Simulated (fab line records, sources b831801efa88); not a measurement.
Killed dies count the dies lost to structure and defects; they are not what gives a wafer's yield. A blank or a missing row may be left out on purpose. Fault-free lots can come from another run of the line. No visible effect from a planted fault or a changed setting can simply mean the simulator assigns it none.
Chamber matching -- flow sky130 -- cmp-01 running SKY_VIA2_CMP_02: 4 sister chambers
The step polishes SiO2. 18 wafers are shown with their chamber, then 9 later ones without.

== EACH WAFER AND ITS CHAMBER ==
wafer,chamber,motor_current_A (A),slurry_filter_dp_kPa (kPa)
L074.1,0,13.2,13.68
L074.3,3,12.3,13.32
L074.6,0,12.7,13.47
L076.2,2,11.7,13.66
L076.4,1,11.5,13.27
L076.5,2,11.5,13.51
L079.4,0,12.4,13.53
L079.5,2,10.8,13.27
L079.6,3,12.3,13.13
L084.2,0,13.3,13.43
L084.5,2,11.8,13.57
L084.6,3,12.4,13.37
L085.4,2,11.8,13.50
L085.5,1,11.4,13.25
L085.6,2,11.1,13.40
L091.2,2,11.3,13.53
L091.4,0,12.7,13.68
L091.6,1,11.6,13.30

SIGNATURES (means of the wafers above)
reading,chamber 0,chamber 1,chamber 2,chamber 3,scatter within a chamber
motor_current_A,12.860,11.500,11.429,12.333,0.324
slurry_filter_dp_kPa,13.5580,13.2733,13.4914,13.2733,0.114
Rule: a wafer's distance from a chamber is the root of the sum, over the readings, of the square of ((its reading less the chamber's mean) divided by the reading's scatter). If the next closest chamber is less than 2 further off than the closest, the wafer can't be placed; otherwise it belongs to the closest. The scatter is the square root of a quotient: the sum, over the shown wafers, of each reading's squared deviation from its chamber's mean, divided by wafers minus chambers.

== WAFERS WITHOUT THEIR CHAMBER ==
wafer,motor_current_A (A),slurry_filter_dp_kPa (kPa)
L093.3,11.2,13.38
L093.5,11.2,13.69
L093.6,12.7,13.64
L094.3,13.0,13.67
L094.4,11.0,13.51
L094.6,12.1,13.65
L095.1,12.5,13.32
L095.2,11.9,13.72
L095.6,11.3,13.87

== THE CHAMBER EACH PASSED THROUGH ==
wafer,from the rows above,in truth
L093.3,can't be placed: 2 or 1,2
L093.5,can't be placed: 2 or 1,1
L093.6,0,0
L094.3,0,0
L094.4,can't be placed: 2 or 1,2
L094.6,can't be placed: 0 or 2 or 3 or 1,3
L095.1,can't be placed: 3 or 0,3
L095.2,can't be placed: 2 or 0 or 1 or 3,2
L095.6,can't be placed: 2 or 1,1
Correctly placed: 2 of 9. Not placeable from these rows: 7 (in 7, the candidates include the true chamber). Wrongly placed: 0.
